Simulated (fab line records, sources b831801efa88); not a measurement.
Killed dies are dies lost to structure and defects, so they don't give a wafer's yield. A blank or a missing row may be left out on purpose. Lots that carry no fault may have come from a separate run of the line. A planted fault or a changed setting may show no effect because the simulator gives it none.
Which of the tools did it?    flow sky130    Sampling: 13 lots, 39 wafers, 3 of 708 route steps

== WHAT THE GAUGES SHOWED, per wafer ==
SKY_NWELL_THK_MEAS_02.
lot   measured     on             NWELL_OXIDATION_THK (nm)
L900  day 2 16:40  film metro-02  9.95 9.94 10.12
L902  day 2 23:24  film metro-03  9.97 10.03 9.99
L905  day 3 15:31  film metro-03  10.11 10.12 10.02
L906  day 3 18:14  film metro-01  9.61 9.71 9.64
L909  day 4 11:04  film metro-03  9.96 9.92 10.07
L914  day 5 12:04  film metro-03  9.83 10.01 9.94
L915  day 5 16:49  film metro-03  10.24 10.33 10.19
L917  day 6 05:16  film metro-01  10.18 10.04 10.13
L918  day 6 12:36  film metro-02  9.88 9.84 9.83
L923  day 7 22:11  film metro-03  9.76 9.74 9.89
L920  day 7 22:13  film metro-02  9.61 9.65 9.66
L922  day 7 22:16  film metro-03  9.90 9.78 9.84
L919  day 7 22:38  film metro-03  9.89 9.92 10.15

SKY_NWELL_RS_MEAS_29: the measuring method here is four-point-probe.
lot   measured      on             NWELL_RS (ohm/sq)
L900  day 5 13:01   film metro-03  625.2 624.2 626.3
L902  day 5 20:54   film metro-02  626.3 623.1 623.7
L905  day 6 13:47   film metro-03  622.5 624.2 625.3
L906  day 6 14:41   film metro-01  624.1 625.7 624.6
L909  day 7 09:29   film metro-02  625.7 627.6 624.4
L914  day 8 14:53   film metro-01  625.7 623.2 624.6
L915  day 8 19:04   film metro-01  624.9 625.3 622.5
L917  day 9 10:53   film metro-01  626.8 626.5 625.0
L918  day 9 20:02   film metro-03  628.4 625.8 627.2
L923  day 11 13:28  film metro-01  627.1 626.3 625.4
L920  day 11 13:52  film metro-03  623.1 623.9 622.9
L922  day 11 15:00  film metro-03  624.0 625.6 623.5
L919  day 11 15:52  film metro-03  624.4 622.6 622.1

== WHICH TOOL RAN EACH LOT (tool, then ch and the chambers of the sampled wafers, then the start) ==
lot   SKY_FIELD_ISO_CMP_27
L900  cmp-01 ch 1,2,3, day 2 12:28
L902  cmp-02 ch 0,3, day 2 20:43
L905  cmp-01 ch 0,1, day 3 12:46
L906  cmp-02 ch 1,2,3, day 3 15:51
L909  cmp-01 ch 0,2,3, day 4 07:48
L914  cmp-01 ch 0,1,2, day 5 09:46
L915  cmp-01 ch 2,3, day 5 14:20
L917  cmp-02 ch 0,1,2, day 6 02:52
L918  cmp-01 ch 0,1, day 6 06:45
L923  cmp-02 ch 0,2,3, day 7 18:46
L920  cmp-02 ch 0,1,2, day 7 19:04
L922  cmp-02 ch 0,1,2, day 7 19:22
L919  cmp-02 ch 0,2,3, day 7 20:07
- SKY_FIELD_ISO_CMP_27: polishes, stops on Si3N4, t overpolish 16 s, target thk 457.8 nm.

== WHAT THE TOOLS THEMSELVES READ (means of the sampled wafers that have a number; where no wafer has one, the mark that the record gives instead) ==
SKY_FIELD_ISO_CMP_27.
lot   tool    edge zone pressure frac  motor current A (A)  overpolish run s (s)  slurry filter dp kPa (kPa)  time to endpoint s (s)
L900  cmp-01  0.996                    12.5                 15.994                13.37                       121
L902  cmp-02  1.007                    12.2                 15.999                13.36                       106
L905  cmp-01  1.002                    12.4                 15.993                13.52                       122
L906  cmp-02  1.002                    12.0                 16.001                13.49                       107
L909  cmp-01  1.002                    12.1                 16.000                13.49                       122
L914  cmp-01  1.003                    12.6                 15.992                13.43                       117
L915  cmp-01  1.000                    12.2                 16.000                13.49                       124
L917  cmp-02  1.001                    12.7                 15.999                13.48                       107
L918  cmp-01  0.998                    12.7                 15.995                13.68                       123
L923  cmp-02  1.004                    11.7                 15.995                13.58                       105
L920  cmp-02  0.995                    12.9                 16.004                13.51                       105
L922  cmp-02  1.000                    12.2                 16.002                13.72                       108
L919  cmp-02  0.995                    11.4                 15.996                13.46                       107

== THE ANSWER, worked out from the rows above alone ==
Rule: usual is defined by the lots themselves. The widest of any qualifying gaps counts: lots, ordered by their means at a reading, are off when they make up no more than a third of the lots, leave a main group of 4 or more, and stand apart from it by 3 or more times the standard deviation of that group's means. A main group whose means are all the same, to the digits that the tables above print for the reading, isn't used. Also off: a lot with no number at a reading for which 4 or more lots have one. The other lots that the step has rows for count as sound. The gauges are gone through in route order, then the tools' own readings, and for those a lot's mean is taken as printed above. At the first step where some lot is off, the reading lying furthest off is the one used; lots without a number count as furthest.
Across all readings shown, no lot is off: no conclusion can be drawn from this.

== WHAT HAD BEEN PUT IN BY THE SIMULATOR ==
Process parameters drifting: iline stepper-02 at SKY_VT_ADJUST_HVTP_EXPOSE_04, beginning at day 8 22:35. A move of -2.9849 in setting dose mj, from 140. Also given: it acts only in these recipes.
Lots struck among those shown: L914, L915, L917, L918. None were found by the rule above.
